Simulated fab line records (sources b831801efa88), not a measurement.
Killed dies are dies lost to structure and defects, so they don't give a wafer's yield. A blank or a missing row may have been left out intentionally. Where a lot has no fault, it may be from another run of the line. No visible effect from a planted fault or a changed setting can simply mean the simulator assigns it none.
Which tool was responsible?    flow gf180mcu    7 lots, 21 wafers sampled, at 2 steps of a route of 602

== WHAT THE GAUGES READ, wafer by wafer ==
GF_PSD_TW_MEAS_11.
lot   measured      on            PSD_TW
L291  day 14 19:01  filmMetro-03  3164 3167 3157
L293  day 15 14:13  filmMetro-03  3138 3160 3161
L303  day 19 06:12  filmMetro-03  3177 3158 3171
L306  day 20 13:02  filmMetro-04  3148 3154 3145
L308  day 20 21:43  filmMetro-04  3160 3156 3159
L310  day 21 11:07  filmMetro-03  3144 3134 3131
L312  day 22 03:36  filmMetro-02  3142 3157 3153

== WHICH TOOL RAN EACH LOT (tool, then ch and the chambers of the sampled wafers, then the start) ==
lot   GF_NSD_IMPLANT_10
L291  implanter-04 ch 0, day 13 21:14
L293  implanter-04 ch 0, day 14 15:28
L303  implanter-04 ch 0, day 18 05:43
L306  implanter-02 ch 0, day 19 12:09
L308  implanter-01 ch 0, day 19 20:52
L310  implanter-02 ch 0, day 20 10:56
L312  implanter-01 ch 0, day 21 03:44
- GF_NSD_IMPLANT_10

== THE ANSWER, worked out from the rows above alone ==
Rule: the lots themselves supply what counts as usual. Put in order of their means at a reading, lots are off if they are a third of the lots or fewer, leave a main group of 4 or more, and stand apart from it by a gap of 3 or more times the standard deviation of the main group's means; of several such gaps the widest counts. If all means in a main group match to the digits the tables above print for the reading, that group is not used. Also off: a lot with no number at a reading for which 4 or more lots have one. The other lots that the step has rows for count as sound.
Across all readings shown, no lot is off: no conclusion can be drawn from this.

== WHAT THE SIMULATOR PUT IN ==
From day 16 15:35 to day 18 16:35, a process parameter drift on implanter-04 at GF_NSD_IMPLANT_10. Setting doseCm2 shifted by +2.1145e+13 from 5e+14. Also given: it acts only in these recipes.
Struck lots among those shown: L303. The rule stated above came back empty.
